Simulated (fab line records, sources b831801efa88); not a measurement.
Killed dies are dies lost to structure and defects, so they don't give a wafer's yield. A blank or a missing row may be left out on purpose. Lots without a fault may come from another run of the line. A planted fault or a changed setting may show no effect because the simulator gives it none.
fab line records | flow sfq_line
record lots=7 wafers=21 last_day=87
route steps=325 shown M6@255 I6@266 M7@281 I7@296 M8@325
lots that met no fault: from a run of the same line without faults
start_h: hours from the record's first day to the start of the lot's first wafer shown | wait_h: hours since the lot's step before | " the same as in the row above | L1.1+2: a row that stands for several wafers | - no value, or no start given | * or withheld: withheld | < > ~ a bound
route shown NAME@n: a module of which the file shows steps, and the number in the route of the first | usual: mean/standard deviation of fault-free wafers | same: alike in all rows | chamber/n: place in a boat | sites: the reading at each site | _std_site: their standard deviation | _edge_site: outer sites' mean less inner sites' | radius_mm: how far each site lies from the wafer's centre | mask NAME#n: copy n | behind: the tool/chamber that last shaped the wafer | hold: why the lot was held/for how many hours/how that ended | device: the transistor (n, p or np) that didn't switch | end of line: the same wafers' tests at the end of the route | a step without rows: its recipe alone | killed: dies lost to structure and defects at the first sort, not the wafer's yield | map: a wafer's dies, x killed, . not, _ none there
set.NAME: the setting as run; set.NAME@STEP: as run at that earlier step | model.NAME: the simulator's own value behind a step, which no gauge read
lots at some steps of the route; a table a step, a row a wafer
services: from which hour (start_h, from the record's first day; less than 0 if before it) a tool's chamber was out of use, for how many hours, and why
## steps
# step SFQ_TRILAYER_M6_LITHO_COAT_164
# recipe resist=BARC spin_rpm=3000 resist_thk_nm=62
# step SFQ_TRILAYER_M6_LITHO_COAT_159
# recipe resist=KrF spin_rpm=3000 resist_thk_nm=600
# step SFQ_TRILAYER_M6_LITHO_SOFTBAKE_163
# recipe temp_c=withheld time_s=withheld resist=KrF
# step SFQ_TRILAYER_M6_LITHO_EXPOSE_160
# recipe mask_id=M6 na=0.6 source_shape=conventional sigma_outer=0.65 target_cd_nm=500 dose_mj=14.4
# step SFQ_TRILAYER_M6_LITHO_PEB_162
# recipe peb_temp_c=115 peb_time_s=60 resist=KrF
# step SFQ_TRILAYER_M6_LITHO_DEVELOP_161
# recipe time_s=60 resist=KrF
# step SFQ_M6_OVL_MEAS_940
# usual M6_OVL=2/5.4
# columns lot.wafer tool chamber start_h wait_h M6_OVL[nm]
L203.1 overlay-02 - 1804.26 0.1 -4
L203.2 " - " " -6
L203.4 " - " " 0
L209.2 overlay-01 - 1821.07 0.1 -4
L209.4 " - " " -5
L209.6 " - " " -7
L215.1 overlay-01 - 1831.86 0.1 10
L215.2 " - " " -4
L215.4 " - " " 6
L216.3 overlay-01 - 1836.67 0.1 5
L216.5 " - " " 9
L216.6 " - " " 16
L217.1 overlay-02 - 1842.66 0.1 10
L217.3 " - " " 8
L217.4 " - " " 12
L220.1 overlay-02 - 1887.14 0.1 -3
L220.2 " - " " 0
L220.4 " - " " -1
L222.1 overlay-01 - 1919.12 0.1 -5
L222.4 " - " " -1
L222.5 " - " " -8
# step SFQ_TRILAYER_M6_BARC_OPEN_METAL_ETCH_206
# recipe mask_material=PR chemistry=O2 target_depth_nm=125 target=BARC icp_w=600 bias_w=80 pressure_mtorr=10 time_s=41.7
# step SFQ_TRILAYER_M6_ETCH_METAL_ETCH_162
# recipe target=Nb stop_on=SiO2 mask_material=PR chemistry=Cl2/Ar target_depth_nm=240 icp_w=600 bias_w=80 pressure_mtorr=10 time_s=120
# usual drypump_motor_current_A=5.9/0.33 oes_product_au=0.894/0.007
# columns lot.wafer tool chamber start_h wait_h drypump_motor_current_A oes_product_au rf_hours_counter_h
L203.1 rie_metal-02 1 1804.35 0.0 5.4 0.892 64
L203.2 " 0 " " 5.7 0.883 14
L203.4 " 1 " " 5.4 0.887 -
L209.2 rie_metal-03 0 1821.15 0.0 6.4 0.901 40
L209.4 " 1 " " 6.0 0.899 -
L209.6 " 1 " " 6.0 0.895 -
L215.1 rie_metal-03 1 1831.95 0.0 6.0 0.893 107
L215.2 " 0 " " 6.5 0.890 43
L215.4 " 0 " " 6.5 0.892 -
L216.3 rie_metal-04 1 1836.80 0.1 5.9 0.890 -
L216.5 " 1 " " 5.9 0.897 -
L216.6 " 0 " " 5.8 0.899 -
L217.1 rie_metal-04 1 1842.75 0.0 5.9 0.893 135
L217.3 " 0 " " 5.8 0.901 -
L217.4 " 1 " " 5.9 0.900 -
L220.1 rie_metal-04 1 1887.24 0.0 5.9 0.898 2
L220.2 " 0 " " 5.8 0.893 7
L220.4 " 1 " " 5.9 0.901 -
L222.1 rie_metal-02 0 1919.21 0.0 5.8 0.900 30
L222.4 " 1 " " 5.4 0.903 -
L222.5 " 0 " " 5.7 0.896 -
# step SFQ_TRILAYER_M6_STRIP_STRIP_163
# recipe gas=O2 power_w=200 platen_temp_c=40 overash_fraction=0.65 chemistry=O2 pressure_mtorr=50
# step SFQ_TRILAYER_M6_STRIP_SOLV_CLEAN_164
# recipe chemistry=NMP temp_c=70 time_s=600
# step SFQ_TRILAYER_I6_DEP_PECVD_165
# recipe material=SiO2 temp_c=150 time_s=111.11 pressure_torr=2.4 rf_w=183.3 precursor=SiH4/N2O target_thk_nm=500
# step SFQ_TRILAYER_I6_CMP_CMP_166
# recipe material=SiO2 down_force_psi=3 platen_rpm=60 pad_velocity_m_s=0.94248
# usual motor_current_A=10.2/1 slurry_filter_dp_kPa=13.49/0.13 time_to_endpoint_s=215/6.5
# columns lot.wafer tool chamber start_h wait_h motor_current_A slurry_filter_dp_kPa time_to_endpoint_s model.SiO2_of_TRILAYER_I6_DEP_PECVD_165.thk_nm
L203.2 cmp-01 1 1807.67 2.4 8.9 13.44 206 198.9
L203.4 " 2 " " 10.2 13.47 225 199.8
L203.1 " 3 " " 12.1 13.53 221 198.2
L209.4 cmp-01 3 1825.03 2.9 12.2 13.62 227 200.7
L209.2 " 0 " " 11.3 13.40 211 198.3
L209.6 " 3 1827.03 4.9 11.1 13.21 220 200.6
L215.4 cmp-01 3 1848.85 15.9 11.5 13.34 285 307.1
L215.2 " 0 " " 11.1 13.42 214 200.3
L215.1 " 1 " " 8.8 13.61 207 200
L216.3 cmp-01 0 1852.35 14.7 10.7 13.33 276 303.9
L216.5 " 3 1853.85 16.1 11.4 13.58 288 308.8
L216.6 " 0 " " 11.1 13.48 208 200.1
L217.1 cmp-01 2 1857.85 14.2 10.4 13.42 219 201.1
L217.3 " 3 " " 12.4 13.61 276 303.4
L217.4 " 1 1859.35 15.6 8.5 13.50 277 303.5
L220.2 cmp-02 0 1888.72 0.5 9.6 13.36 226 199.5
L220.4 " 1 " " 10.2 13.83 221 198.8
L220.1 " 2 " " 10.7 13.31 215 200.8
L222.1 cmp-02 1 1920.19 0.0 10.7 13.37 213 200.7
L222.4 " 3 1921.19 1.0 9.2 13.52 219 201.8
L222.5 " 2 1922.69 2.5 10.4 13.66 225 201.3
# step SFQ_I6_BOW_MEAS_941
# recipe mode=bow
# usual I6_BOW=9/7.3
# columns lot.wafer tool chamber start_h wait_h I6_BOW[um]
L203.1 film_metro-02 - 1810.67 1.5 -2
L203.2 " - " " 4
L203.4 " - " " 11
L209.2 film_metro-01 - 1827.55 1.5 6
L209.4 " - " " -2
L209.6 " - " " 16
L215.1 film_metro-01 - 1851.85 1.5 3
L215.2 " - " " 12
L215.4 " - " " 13
L216.3 film_metro-02 - 1854.89 2.0 4
L216.5 " - " " 10
L216.6 " - " " 1
L217.1 film_metro-01 - 1860.85 2.5 1
L217.3 " - " " 5
L217.4 " - " " 0
L220.1 film_metro-02 - 1891.22 1.0 3
L220.2 " - " " -3
L220.4 " - " " 5
L222.1 film_metro-03 - 1923.19 2.5 15
L222.4 " - " " 25
L222.5 " - " " 24
# step SFQ_TRILAYER_I6_METRO_MEASURE_167
# usual thk_nm=200.0/0.9
# columns lot.wafer tool chamber start_h wait_h thk_nm
L203.1 film_metro-02 - 1810.79 0.1 198.2
L203.2 " - " " 199.0
L203.4 " - " " 199.8
L209.2 film_metro-01 - 1827.85 0.3 198.5
L209.4 " - " " 200.7
L209.6 " - " " 200.5
L215.1 film_metro-01 - 1851.97 0.1 199.9
L215.2 " - " " 200.4
L215.4 " - " " 307.4
L216.3 film_metro-02 - 1855.37 0.5 303.8
L216.5 " - " " 308.4
L216.6 " - " " 199.9
L217.1 film_metro-01 - 1860.97 0.1 201.1
L217.3 " - " " 303.3
L217.4 " - " " 303.5
L220.1 film_metro-02 - 1891.34 0.1 200.5
L220.2 " - " " 199.5
L220.4 " - " " 198.9
L222.1 film_metro-03 - 1923.31 0.1 200.8
L222.4 " - " " 201.6
L222.5 " - " " 201.3
# step SFQ_TRILAYER_I6_VIA_LITHO_COAT_174
# recipe resist=BARC spin_rpm=3000 resist_thk_nm=62
# step SFQ_TRILAYER_I6_VIA_LITHO_COAT_169
# recipe resist=KrF spin_rpm=3000 resist_thk_nm=650
# step SFQ_TRILAYER_I6_VIA_LITHO_SOFTBAKE_173
# recipe temp_c=withheld time_s=withheld resist=KrF
# step SFQ_TRILAYER_I6_VIA_LITHO_EXPOSE_170
# recipe mask_id=I6 na=0.6 source_shape=conventional sigma_outer=0.65 target_cd_nm=700 dose_mj=21.3
# step SFQ_TRILAYER_I6_VIA_LITHO_PEB_172
# recipe peb_temp_c=115 peb_time_s=60 resist=KrF
# step SFQ_TRILAYER_I6_VIA_LITHO_DEVELOP_171
# recipe time_s=60 resist=KrF
# step SFQ_I6_OVL_MEAS_942
# usual I6_OVL=0/4.4
# columns lot.wafer tool chamber start_h wait_h I6_OVL[nm]
L203.1 overlay-02 - 1818.76 0.1 1
L203.2 " - " " 0
L203.4 " - " " -1
L209.2 overlay-01 - 1834.36 0.1 2
L209.4 " - " " -2
L209.6 " - " " 0
L215.1 overlay-02 - 1941.73 0.1 1
L215.2 " - " " 5
L215.4 " - " " 1
L216.3 overlay-01 - 1947.71 0.1 1
L216.5 " - " " -4
L216.6 " - " " -3
L217.1 overlay-01 - 1953.69 0.1 -6
L217.3 " - " " -9
L217.4 " - " " -2
L220.1 overlay-02 - 1978.54 0.1 4
L220.2 " - " " 0
L220.4 " - " " 3
L222.1 overlay-02 - 1989.34 0.1 -1
L222.4 " - " " 1
L222.5 " - " " -3
# step SFQ_TRILAYER_I6_VIA_BARC_OPEN_VIA_ETCH_235
# recipe mask_material=PR chemistry=O2 target_depth_nm=125 target=BARC source_w=500 bias_w=80 pressure_mtorr=30 time_s=41.7
# usual drypump_motor_current_A=5.8/0.7 oes_product_au=0.686/0.005
# columns lot.wafer tool chamber start_h wait_h drypump_motor_current_A oes_product_au rf_hours_counter_h
L203.1 rie_diel-04 0 1818.79 0.0 5.4 0.684 19
L203.2 " 1 " " 5.3 0.686 20
L203.4 " 3 " " 6.6 0.679 2
L209.2 rie_diel-01 1 1834.39 0.0 4.8 0.686 11
L209.4 " 2 " " 6.7 0.676 15
L209.6 " 0 " " 5.2 0.676 -
L215.1 rie_diel-03 0 1941.77 0.0 6.3 0.692 5
L215.2 " 2 " " 5.3 0.687 20
L215.4 " 1 " " 6.6 0.683 14
L216.3 rie_diel-01 2 1947.73 0.0 6.7 0.676 16
L216.5 " 2 " " 6.7 0.680 -
L216.6 " 3 " " 6.7 0.687 -
L217.1 rie_diel-01 1 1953.73 0.0 4.8 0.685 12
L217.3 " 3 " " 6.8 0.688 2
L217.4 " 0 " " 5.3 0.688 6
L220.1 rie_diel-04 3 1978.57 0.0 6.6 0.680 4
L220.2 " 2 " " 5.5 0.685 17
L220.4 " 1 " " 5.3 0.687 1
L222.1 rie_diel-03 1 1989.37 0.0 6.6 0.684 15
L222.4 " 2 " " 5.3 0.685 21
L222.5 " 2 " " 5.3 0.682 -
# step SFQ_TRILAYER_I6_VIA_ETCH_VIA_ETCH_172
# recipe target=SiO2 stop_on=Nb mask_material=PR taper_deg=20 chemistry=CHF3 target_depth_nm=260 source_w=500 bias_w=80 pressure_mtorr=30 time_s=withheld
# usual drypump_motor_current_A=5.8/0.7 oes_product_au=0.854/0.0049
# columns lot.wafer tool chamber start_h wait_h drypump_motor_current_A oes_product_au model.etch.depth_nm model.I6.feature_depth_nm
L203.1 rie_diel-04 0 1818.83 0.0 5.3 0.848 198.2 198.2
L203.2 " 1 " " 5.3 0.850 198.9 198.9
L203.4 " 3 " " 6.6 0.855 199.8 199.8
L209.2 rie_diel-01 1 1834.43 0.0 4.8 0.843 198.3 198.3
L209.4 " 2 " " 6.7 0.852 200.7 200.7
L209.6 " 0 " " 5.3 0.853 200.6 200.6
L215.1 rie_diel-03 0 1941.81 0.0 6.3 0.854 200 200
L215.2 " 2 " " 5.3 0.855 200.3 200.3
L215.4 " 1 " " 6.6 0.986 255.5 255.5
L216.3 rie_diel-01 2 1947.77 0.0 6.7 1.015 264.2 264.2
L216.5 " 2 " " 6.7 1.009 265 265
L216.6 " 3 " " 6.7 0.854 200.1 200.1
L217.1 rie_diel-01 1 1953.77 0.0 4.8 0.854 201.1 201.1
L217.3 " 3 " " 6.7 1.011 264.7 264.7
L217.4 " 0 " " 5.3 0.998 258.3 258.3
L220.1 rie_diel-04 3 1978.61 0.0 6.6 0.850 200.8 200.8
L220.2 " 2 " " 5.5 0.851 199.5 199.5
L220.4 " 1 " " 5.3 0.851 198.8 198.8
L222.1 rie_diel-03 1 1989.41 0.0 6.6 0.860 200.7 200.7
L222.4 " 2 " " 5.3 0.861 201.8 201.8
L222.5 " 2 " " 5.3 0.860 201.3 201.3
# step SFQ_TRILAYER_I6_VIA_STRIP_STRIP_173
# recipe gas=O2 power_w=200 platen_temp_c=40 overash_fraction=0.65 chemistry=O2 pressure_mtorr=50
# usual drypump_motor_current_A=5.63/0.17 oes_product_au=1.004/0.0098
# columns lot.wafer tool chamber start_h wait_h drypump_motor_current_A oes_product_au rf_hours_counter_h
L203.1 rie_metal-01 0 1818.95 - 5.57 0.992 44
L203.2 " 0 " " 5.60 0.990 -
L203.4 " 0 " " 5.59 0.989 -
L209.2 rie_metal-02 0 1834.55 - 5.73 1.004 20
L209.4 " 0 " " 5.72 1.002 -
L209.6 " 1 " " 5.40 1.018 -
L215.1 rie_metal-02 1 1941.92 - 5.40 1.012 83
L215.2 " 0 " " 5.73 1.008 33
L215.4 " 1 " " 5.39 1.008 -
L216.3 rie_metal-01 1 1948.08 - 5.62 1.012 -
L216.5 " 1 " " 5.61 1.008 -
L216.6 " 0 " " 5.58 1.012 -
L217.1 rie_metal-02 0 1953.88 - 5.72 1.008 37
L217.3 " 1 " " 5.38 1.025 -
L217.4 " 0 " " 5.69 1.021 -
L220.1 rie_metal-01 1 1978.73 - 5.63 0.994 19
L220.2 " 0 " " 5.58 0.994 71
L220.4 " 1 " " 5.59 0.997 -
L222.1 rie_metal-04 0 1989.53 - 5.78 0.996 24
L222.4 " 1 " " 5.92 1.003 -
L222.5 " 0 " " 5.76 1.001 -
# step SFQ_TRILAYER_I6_VIA_STRIP_SOLV_CLEAN_174
# recipe chemistry=NMP temp_c=70 time_s=600
# step SFQ_TRILAYER_M7_DEP_PRE_CLEAN_176
# recipe gas=Ar time_s=22.5 bias_v=250
# columns lot.wafer tool chamber start_h wait_h model.SiO2_of_TRILAYER_I6_DEP_PECVD_165.thk_nm
L203.1 pvd_sputter-04 - 1820.32 0.0 190.7
L203.2 " - " " 191.4
L203.4 " - " " 192.3
L209.2 pvd_sputter-04 - 1835.32 0.0 190.8
L209.4 " - " " 193.2
L209.6 " - " " 193.1
L215.1 pvd_sputter-04 - 1942.69 0.0 192.5
L215.2 " - " " 192.8
L215.4 " - " " 299.6
L216.3 pvd_sputter-06 - 1948.66 0.0 296.4
L216.5 " - " " 301.3
L216.6 " - " " 192.6
L217.1 pvd_sputter-05 - 1954.66 0.0 193.6
L217.3 " - " " 295.9
L217.4 " - " " 296
L220.1 pvd_sputter-06 - 1979.50 0.0 193.3
L220.2 " - " " 192
L220.4 " - " " 191.3
L222.1 pvd_sputter-05 - 1990.48 0.0 193.2
L222.4 " - " " 194.3
L222.5 " - " " 193.8
# step SFQ_TRILAYER_M7_DEP_SPUTTER_175
# recipe material=Nb base_pressure_pa=1.33e-06 chamber_pressure_pa=0.1333 substrate_temp_c=20 target_thk_nm=200 power_w=2000 time_s=133.3
# step SFQ_M7_RS_MEAS_943
# recipe thk_meas_gauge=four-point-probe reads=Nb_of_TRILAYER_M7_DEP_SPUTTER_175
# usual M7_NB_RS=0.885/0.01
# columns lot.wafer tool chamber start_h wait_h M7_NB_RS[ohm/sq]
L203.1 film_metro-02 - 1820.44 0.0 0.897
L203.2 " - " " 0.881
L203.4 " - " " 0.886
L209.2 film_metro-04 - 1835.46 0.1 0.879
L209.4 " - " " 0.880
L209.6 " - " " 0.881
L215.1 film_metro-04 - 1942.81 0.0 0.889
L215.2 " - " " 0.887
L215.4 " - " " 0.881
L216.3 film_metro-03 - 1948.82 0.1 0.878
L216.5 " - " " 0.877
L216.6 " - " " 0.874
L217.1 film_metro-02 - 1954.78 0.0 0.877
L217.3 " - " " 0.895
L217.4 " - " " 0.867
L220.1 film_metro-03 - 1979.62 0.0 0.868
L220.2 " - " " 0.881
L220.4 " - " " 0.874
L222.1 film_metro-02 - 1990.60 0.0 0.890
L222.4 " - " " 0.905
L222.5 " - " " 0.880
# step SFQ_TRILAYER_M7_LITHO_COAT_182
# recipe resist=BARC spin_rpm=3000 resist_thk_nm=62
# step SFQ_TRILAYER_M7_LITHO_COAT_177
# recipe resist=KrF spin_rpm=3000 resist_thk_nm=600
# step SFQ_TRILAYER_M7_LITHO_SOFTBAKE_181
# recipe temp_c=withheld time_s=withheld resist=KrF
# step SFQ_TRILAYER_M7_LITHO_EXPOSE_178
# recipe mask_id=M7 na=0.6 source_shape=conventional sigma_outer=0.65 target_cd_nm=500 dose_mj=14.4
# step SFQ_TRILAYER_M7_LITHO_PEB_180
# recipe peb_temp_c=115 peb_time_s=60 resist=KrF
# step SFQ_TRILAYER_M7_LITHO_DEVELOP_179
# recipe time_s=60 resist=KrF
# step SFQ_M7_OVL_MEAS_945
# usual M7_OVL=0/5.1
# columns lot.wafer tool chamber start_h wait_h M7_OVL[nm]
L203.1 overlay-02 - 1825.96 0.1 0
L203.2 " - " " -2
L203.4 " - " " -2
L209.2 overlay-01 - 1840.36 0.1 -12
L209.4 " - " " -5
L209.6 " - " " -4
L215.1 overlay-02 - 2015.41 0.1 -3
L215.2 " - " " 5
L215.4 " - " " 5
L216.3 overlay-02 - 2019.02 0.1 -3
L216.5 " - " " -2
L216.6 " - " " -4
L217.1 overlay-01 - 2025.01 0.1 2
L217.3 " - " " 0
L217.4 " - " " 0
L220.1 overlay-01 - 2056.21 0.1 -7
L220.2 " - " " -2
L220.4 " - " " 1
L222.1 overlay-01 - 2073.01 0.1 3
L222.4 " - " " 5
L222.5 " - " " 1
# step SFQ_TRILAYER_M7_BARC_OPEN_METAL_ETCH_229
# recipe mask_material=PR chemistry=O2 target_depth_nm=125 target=BARC icp_w=600 bias_w=80 pressure_mtorr=10 time_s=41.7
# step SFQ_TRILAYER_M7_ETCH_METAL_ETCH_180
# recipe target=Nb stop_on=SiO2 mask_material=PR chemistry=Cl2/Ar target_depth_nm=240 icp_w=600 bias_w=80 pressure_mtorr=10 time_s=120
# usual drypump_motor_current_A=5.7/0.32 oes_product_au=0.896/0.0081
# columns lot.wafer tool chamber start_h wait_h drypump_motor_current_A oes_product_au rf_hours_counter_h
L203.1 rie_metal-01 0 1826.11 0.1 5.6 0.897 46
L203.2 " 0 " " 5.6 0.899 -
L203.4 " 0 " " 5.6 0.903 -
L209.2 rie_metal-01 0 1840.45 0.0 5.6 0.901 50
L209.4 " 0 " " 5.6 0.903 -
L209.6 " 1 " " 5.6 0.886 -
L215.1 rie_metal-02 0 2015.50 0.0 5.7 0.893 47
L215.2 " 1 " " 5.4 0.889 94
L215.4 " 0 " " 5.7 0.895 -
L216.3 rie_metal-01 0 2019.14 0.1 5.6 0.910 -
L216.5 " 1 " " 5.6 0.904 -
L216.6 " 0 " " 5.6 0.903 -
L217.1 rie_metal-01 1 2025.10 0.0 5.6 0.904 25
L217.3 " 0 " " 5.6 0.892 -
L217.4 " 1 " " 5.6 0.908 -
L220.1 rie_metal-03 1 2056.30 0.0 6.0 0.901 20
L220.2 " 0 " " 6.4 0.900 79
L220.4 " 1 " " 6.0 0.908 -
L222.1 rie_metal-03 0 2073.10 0.0 6.5 0.889 81
L222.4 " 0 " " 6.4 0.883 -
L222.5 " 1 " " 6.0 0.893 -
# step SFQ_TRILAYER_M7_STRIP_STRIP_181
# recipe gas=O2 power_w=200 platen_temp_c=40 overash_fraction=0.65 chemistry=O2 pressure_mtorr=50
# usual drypump_motor_current_A=5.7/0.32 oes_product_au=1.003/0.0088
# columns lot.wafer tool chamber start_h wait_h drypump_motor_current_A oes_product_au rf_hours_counter_h
L203.1 rie_metal-01 0 1826.36 0.2 5.6 0.993 46
L203.2 " 0 " " 5.6 0.999 -
L203.4 " 0 " " 5.6 0.998 -
L209.2 rie_metal-01 0 1840.58 0.1 5.6 1.008 50
L209.4 " 0 " " 5.6 0.997 -
L209.6 " 1 " " 5.6 0.998 -
L215.1 rie_metal-02 0 2015.63 0.1 5.7 0.993 47
L215.2 " 1 " " 5.4 1.018 94
L215.4 " 0 " " 5.7 1.003 -
L216.3 rie_metal-01 0 2019.43 0.2 5.6 0.995 -
L216.5 " 1 " " 5.6 0.992 -
L216.6 " 0 " " 5.6 1.011 -
L217.1 rie_metal-01 1 2025.23 0.1 5.6 0.994 25
L217.3 " 0 " " 5.6 1.000 -
L217.4 " 1 " " 5.6 0.993 -
L220.1 rie_metal-03 1 2056.43 0.1 6.0 1.004 20
L220.2 " 0 " " 6.4 0.990 79
L220.4 " 1 " " 6.0 1.003 -
L222.1 rie_metal-03 0 2073.23 0.1 6.4 0.992 82
L222.4 " 0 " " 6.4 0.984 -
L222.5 " 1 " " 6.0 1.012 -
# step SFQ_TRILAYER_M7_STRIP_SOLV_CLEAN_182
# recipe chemistry=NMP temp_c=70 time_s=600
# step SFQ_TRILAYER_I7_DEP_PECVD_183
# recipe material=SiO2 temp_c=150 time_s=111.11 pressure_torr=2.4 rf_w=183.3 precursor=SiH4/N2O target_thk_nm=500
# step SFQ_M8_BOW_MEAS_951
# recipe mode=bow
# usual M8_BOW=9/7.9
# columns lot.wafer tool chamber start_h wait_h M8_BOW[um] model.etest.i6.link_ohm
L203.1 film_metro-02 - 2006.24 0.0 4 1.879
L203.2 " - " " 9 1.877
L203.4 " - " " 16 1.871
L209.2 film_metro-01 - 2022.09 0.0 10 1.841
L209.4 " - " " 4 1.854
L209.6 " - " " 20 1.853
L215.1 film_metro-04 - 2035.27 0.0 6 1.878
L215.2 " - " " 16 1.875
L215.4 " - " " 17 1e+06
L216.3 film_metro-01 - 2037.78 0.0 -1 1e+06
L216.5 " - " " 4 1e+06
L216.6 " - " " -4 1.852
L217.1 film_metro-02 - 2042.94 0.0 4 1.865
L217.3 " - " " 9 1e+06
L217.4 " - " " 4 1e+06
L220.1 film_metro-02 - 2069.28 0.0 3 1.839
L220.2 " - " " -1 1.851
L220.4 " - " " 6 1.847
L222.1 film_metro-02 - 2093.90 0.0 12 1.866
L222.4 " - " " 23 1.885
L222.5 " - " " 23 1.859
## services
# columns tool chamber start_h hours kind
rie_diel-01 - 1793.11 2.8 pm
rie_diel-01 3 1797.68 2.1 repair
rie_diel-04 1 1798.58 10.6 repair
rie_diel-01 1 1800.83 5.4 repair
rie_metal-01 1 1801.42 16.4 repair
rie_metal-03 1 1805.26 5.1 repair
rie_diel-03 1 1819.85 5.8 repair
rie_diel-04 1 1821.77 6.1 repair
rie_metal-01 - 1823.96 1.4 pm
rie_diel-03 3 1824.21 4.5 repair
rie_diel-03 2 1865.03 2.1 repair
rie_diel-04 0 1869.73 4.6 repair
rie_diel-01 3 1870.06 10.9 repair
rie_metal-01 1 1884.81 6.7 repair
rie_diel-01 1 1888.55 1.8 repair
rie_metal-03 - 1892.88 0.2 repair
cmp-01 - 1937.73 4.0 pm
rie_diel-01 1 1942.32 6.1 repair
rie_metal-02 1 1943.80 9.8 repair
rie_diel-01 - 1983.96 0.4 repair
rie_metal-03 - 2028.99 1.1 repair
rie_metal-03 - 2040.13 1.4 pm
cmp-01 - 2044.76 5.7 pm
cmp-01 - 2064.38 1.6 repair
## key
first_sign step=SFQ_TRILAYER_I6_CMP_CMP_166 reading=time_to_endpoint_s direction=up sigmas=10 usual=* struck=*
effect step=SFQ_TRILAYER_I6_METRO_MEASURE_167 reading=thk_nm direction=up sigmas=99+ usual=200.0 struck=305.3
effect step=SFQ_TRILAYER_I6_VIA_ETCH_VIA_ETCH_172 reading=oes_product_au direction=up sigmas=30 usual=0.854 struck=1.004
model_effect step=SFQ_TRILAYER_I6_CMP_CMP_166 value=SiO2_of_TRILAYER_I6_DEP_PECVD_165.thk_nm without=199.9 struck=305.3
model_effect step=SFQ_TRILAYER_I6_VIA_ETCH_VIA_ETCH_172 value=etch.depth_nm without=199.9 struck=261.5
model_effect step=SFQ_TRILAYER_M7_DEP_PRE_CLEAN_176 value=SiO2_of_TRILAYER_I6_DEP_PECVD_165.thk_nm without=192.4 struck=297.8
model_effect step=SFQ_M8_BOW_MEAS_951 value=etest.i6.link_ohm without=1.865 struck=1e+06
met_at SFQ_TRILAYER_I6_CMP_CMP_166
struck_wafers L215.4,L216.3,L216.5,L217.3,L217.4
fault kind=process_parameter_drift tool=cmp-01 chamber=- onset_h=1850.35 steps=SFQ_TRILAYER_I6_CMP_CMP_166 channel=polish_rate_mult offset=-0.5 shape=step end_h=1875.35 scope=struck_wafers_only
